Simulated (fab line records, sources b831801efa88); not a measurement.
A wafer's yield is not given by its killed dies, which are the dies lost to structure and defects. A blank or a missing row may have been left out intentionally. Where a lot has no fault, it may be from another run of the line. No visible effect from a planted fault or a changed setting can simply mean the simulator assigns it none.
One fault through the eyes of 2 desks / flow gf180mcu / each desk holds nothing but its own numbers, with what lay behind them at the end

AT THE METROLOGY DESK
Lot by lot, what the gauges showed, no matter which tool ran the lot: averages of those sampled wafers that carry a number. If a lot's mean is further than 4 standard deviations from the usual mean, the lot is out of limits and carries the mark OUT (the distance appears in the brackets).
Columns: A = CONTACT_CVD_00_THK at GF_CONTACT_THK_MEAS_01, usual 299 nm
lot=L310; first seen here=day 15 01:50; A=297
lot=L311; first seen here=day 15 07:59; A=300
lot=L312; first seen here=day 15 18:31; A=300
lot=L315; first seen here=day 16 16:04; A=298
lot=L323; first seen here=day 19 14:02; A=301
lot=L324; first seen here=day 20 04:19; A=294
lot=L326; first seen here=day 21 10:38; A=300
lot=L327; first seen here=day 22 06:27; A=301
lot=L328; first seen here=day 22 07:17; A=302
lot=L329; first seen here=day 22 22:09; A=302
lot=L330; first seen here=day 23 05:06; A=303
lot=L333; first seen here=day 23 15:48; A=299
This desk found nothing out of limits on any of the 12 lots.

AT THE TOOL OWNER'S DESK: cmp-01
The tool's own readings at GF_V1_CMP_04 (polishes SiO2): means of the sampled wafers that have a number, for each lot that ran on this tool. If a lot's mean is further than 4 standard deviations from the usual mean, the lot is out of limits and carries the mark OUT (the distance appears in the brackets).
Columns: A = edge-zone-pressure-frac at GF_V1_CMP_04, usual 0.999; B = motor-current-A at GF_V1_CMP_04, usual 11.5 A; C = time-to-endpoint-s at GF_V1_CMP_04, usual 80 s
lot=L310; first seen here=day 16 23:16; A=1.000; B=11.5; C=83
lot=L311; first seen here=day 17 05:38; A=0.997; B=11.2; C=78
lot=L312; first seen here=day 17 17:41; A=0.989; B=10.8; C=96
lot=L323; first seen here=day 21 16:40; A=1.007; B=11.2; C=81
lot=L324; first seen here=day 22 06:10; A=1.000; B=10.1; C=80
lot=L326; first seen here=day 23 12:57; A=0.999; B=11.0; C=83
lot=L327; first seen here=day 24 06:14; A=1.001; B=11.5; C=78
lot=L328; first seen here=day 24 07:29; A=1.001; B=10.1; C=82
lot=L329; first seen here=day 24 22:57; A=1.000; B=11.0; C=86
lot=L330; first seen here=day 25 04:16; A=1.006; B=11.5; C=80
lot=L333; first seen here=day 25 14:31; A=1.004; B=11.0; C=83
This desk found nothing out of limits on any of the 11 lots.

BROUGHT TOGETHER
Nothing out of limits was seen by the metrology desk.
Nothing out of limits was seen by the tool owner's desk.

WHAT HAD BEEN PUT IN BY THE SIMULATOR
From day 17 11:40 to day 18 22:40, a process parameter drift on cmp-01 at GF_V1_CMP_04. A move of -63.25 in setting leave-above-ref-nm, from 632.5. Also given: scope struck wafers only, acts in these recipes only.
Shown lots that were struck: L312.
